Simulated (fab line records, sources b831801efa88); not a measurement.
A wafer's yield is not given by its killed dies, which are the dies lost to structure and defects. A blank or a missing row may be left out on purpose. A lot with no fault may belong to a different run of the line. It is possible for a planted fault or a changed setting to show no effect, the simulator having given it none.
What tool caused it? | flow gf180mcu | 6 lots, 18 wafers sampled, at 2 steps of a route of 602

## WHAT THE GAUGES READ, wafer by wafer
GF_V1_RS_MEAS_24: measurement is done with a four-point probe.
lot  | measured     | on           | V1_W_RS (ohm/sq)
L920 | day 18 05:39 | filmMetro-02 | 0.323 0.316 0.313
L930 | day 22 15:08 | filmMetro-02 | 42.890 43.028 42.941
L936 | day 23 17:40 | filmMetro-04 | 0.324 0.324 0.324
L939 | day 25 04:02 | filmMetro-03 | 0.324 0.323 0.330
L942 | day 25 22:16 | filmMetro-02 | 0.322 0.317 0.321
L943 | day 26 18:53 | filmMetro-02 | 0.328 0.329 0.326

## WHAT TOOL EACH LOT RAN ON (gives the tool, then ch and the chambers of the sampled wafers, and finally the start)
lot  | GF_V1_CVD_23
L920 | cvdW-02 ch 0,1, day 18 05:32
L930 | cvdW-01 ch 0,1, day 22 15:01
L936 | cvdW-01 ch 1, day 23 17:22
L939 | cvdW-01 ch 0,1, day 25 03:55
L942 | cvdW-02 ch 0,1, day 25 22:09
L943 | cvdW-01 ch 1, day 26 18:46
- GF_V1_CVD_23: deposits W, target thk 350 nm, time 105.05 s.

## THE ANSWER, worked out from the rows above alone
Rule: what is usual is taken from the lots themselves. The widest of any qualifying gaps counts: lots, ordered by their means at a reading, are off when they make up no more than a third of the lots, leave a main group of 4 or more, and stand apart from it by 3 or more times the standard deviation of that group's means. If all means in a main group match to the digits the tables above print for the reading, that group is not used. A lot without any number at a reading at which 4 lots or more have one is off too. Any other lot the step has rows for is counted as sound.
Off: L930, seen at GF_V1_RS_MEAS_24 (V1_W_RS). The main group has a mean of 0.323 ohm/sq with a standard deviation of 0.0038.
If a tool, at a process step before that reading, ran all the lots that are off and no sound lot after the first of them, it fits. Gauges at GF_V1_RS_MEAS_24: tried the same way as those tools. None of those tried fits.

## WHAT THE SIMULATOR PUT IN
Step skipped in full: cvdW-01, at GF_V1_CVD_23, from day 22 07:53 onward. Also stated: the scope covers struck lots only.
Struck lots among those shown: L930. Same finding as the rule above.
